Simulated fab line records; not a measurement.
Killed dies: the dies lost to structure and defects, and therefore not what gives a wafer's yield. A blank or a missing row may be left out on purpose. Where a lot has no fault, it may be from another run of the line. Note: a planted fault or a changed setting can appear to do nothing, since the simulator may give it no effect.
Problem report in the 8D (eight disciplines) form, filled by code / flow gf180mcu / the parts of the form that need people (team, actions taken, sign-off) are left out

1. WHAT IS WRONG
Mean of oes-product-au at GF_M2_METAL_ETCH_16: 0.879 a.u. over 2 wafers from 1 lot, against 0.990 a.u. (standard deviation 0.0058) on wafers with no fault. That puts it -19 standard deviations away from the usual mean.
The step: etches the open film in Cl2/BCl3, stops on SiO2, target depth 750.8 nm, time 125.1 s.
First seen on wafer L388.2, day 26 05:08, on rie-metal-03. Wafers with a number at this step in the record: 39, from 13 lots. The rule behind "out" and "out of limits": a value lying over 4 standard deviations away from the usual mean. The other wafers with a number count as sound.

2. WHAT THIS IS AND IS NOT
question=which readings at this step | is=oes-product-au, throttle-valve-pct | is not=bcl3-flow-sccm, drypump-motor-current-A
question=which lots | is=L388 | is not=L368, L372, L373, L376, L378, L379, L380, L381, L383, L384, L390, L391
question=which wafers of those lots | is=L388.2, L388.5 | is not=L388.1
question=read on which tools | is=rie-metal-03 | is not=rie-metal-01, rie-metal-02
question=when | is=from day 26 05:08 | is not=up to then (31 sound wafers); but 6 sound wafers of L390, L391 came after

3. THE SUSPECTS, EACH WITH WHAT RULES IT OUT
Counting: a tool at a process step up to the reading stays a suspect if it ran every lot that is out. Sound lots after the first of them don't rule it out here, since some wafers of a struck lot are sound.
- pvd-sputter-04 at GF_M2_SPUTTER_02 (material AlCu, target thk 450 nm, time 23.9 s): kept. It ran the lot that is out, L388 (day 25 07:22); its last sound lot up to then is L384 (day 24 06:14).
- rie-metal-03 at GF_M2_METAL_ETCH_16 (etches the open film in Cl2/BCl3, stops on SiO2, target depth 750.8 nm, time 125.1 s): kept. It ran the lot that is out, L388 (day 26 05:08); its last sound lot up to then is L384 (day 25 04:23). Out on those wafers are its own readings of oes-product-au, throttle-valve-pct.
- Within rie-metal-03 at GF_M2_METAL_ETCH_16: the wafers that are out ran in chamber 1; their sound lot-mates ran in chamber 0.
The count leaves rie-metal-03 at GF_M2_METAL_ETCH_16 and pvd-sputter-04 at GF_M2_SPUTTER_02.

4. THE CAUSE (what the simulator had put in)
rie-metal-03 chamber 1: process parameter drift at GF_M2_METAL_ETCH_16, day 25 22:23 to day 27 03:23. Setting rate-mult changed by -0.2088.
Of the 2 suspects that counting leaves, this tool is one.

5. THE CHAIN OF EFFECTS, in route order
Rows list readings where the struck wafers' mean (over those with a number) sits beyond 3 standard deviations from the usual. Readings are gone through only where the record gives a usual standard deviation; hours: the median, over the lots, of the time from a lot's start at the first step in this table giving one to that lot's start at this step; sigmas: the change measured in usual standard deviations.
hours=0; step=GF_M2_METAL_ETCH_16; reading=oes-product-au; usual=0.990 a.u.; on struck wafers=0.879; change=-0.111; sigmas=-19
hours=0; step=GF_M2_METAL_ETCH_16; reading=throttle-valve-pct; usual=28.229 %; on struck wafers=28.353; change=+0.124; sigmas=+13
hours=0; step=GF_M2_STRIP_17; reading=oes-product-au; usual=0.538 a.u.; on struck wafers=0.567; change=+0.028; sigmas=+5.8
hours=0; step=GF_M2_STRIP_17; reading=strip-time-to-endpoint-s; usual=7.38 s; on struck wafers=7.96; change=+0.58; sigmas=+12
Its process steps:
- GF_M2_METAL_ETCH_16: etches the open film in Cl2/BCl3, stops on SiO2, target depth 750.8 nm, time 125.1 s.
- GF_M2_STRIP_17: strips in O2/N2.

6. WHAT WOULD HAVE CAUGHT IT SOONER
First out-of-limits reading in this record: day 26 05:08, which is 7 hours after fault onset at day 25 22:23.
